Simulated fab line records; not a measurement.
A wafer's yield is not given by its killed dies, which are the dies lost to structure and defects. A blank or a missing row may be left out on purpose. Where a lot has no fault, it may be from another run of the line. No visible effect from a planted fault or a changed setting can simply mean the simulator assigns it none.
Matching of chambers ; flow sfq-line ; SFQ_TRILAYER_I7_CMP_CMP_184 on cmp-02: 4 sister chambers
The step polishes SiO2. 8 wafers are shown with their chamber, then 7 later ones without.

EACH WAFER AND ITS CHAMBER
wafer;chamber;motor-current-A (A);time-to-endpoint-s (s)
L846.1;1;9.3;216
L847.2;3;11.3;204
L847.4;0;9.8;219
L854.3;2;9.7;216
L854.5;3;11.7;220
L856.3;1;9.6;217
L860.4;0;9.5;208
L860.1;2;9.5;216

WAFERS WITHOUT THEIR CHAMBER
wafer;motor-current-A (A);time-to-endpoint-s (s)
L860.5;9.8;210
L861.3;9.9;216
L861.1;12.6;214
L861.6;9.9;218
L863.1;12.0;209
L863.2;10.2;204
L863.3;9.6;203

CHAMBER TAKEN BY EACH
wafer;from the rows above;in truth
L860.5;can't be placed: 0 or 2 or 1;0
L861.3;can't be placed: 0 or 2 or 1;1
L861.1;3;3
L861.6;can't be placed: 0 or 2 or 1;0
L863.1;3;3
L863.2;can't be placed: 0 or 2 or 1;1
L863.3;can't be placed: 0 or 2 or 1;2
Correct placement for 2 of the 7. Cannot be placed on the basis of these rows: 5; the candidates contain the true chamber in 5. Placed wrongly: 0.
How it was worked out, from the rows above alone: a wafer's distance from a chamber is the root of the sum, over the readings, of the square of ((its reading less the chamber's mean) divided by the reading's scatter). The wafer belongs to the nearest chamber; if the next one is less than 2 further off, it can't be placed. For every chamber, the mean is computed from those of its wafers that are shown. The scatter is the square root of a quotient: the sum, over the shown wafers, of each reading's squared deviation from its chamber's mean, divided by wafers minus chambers.
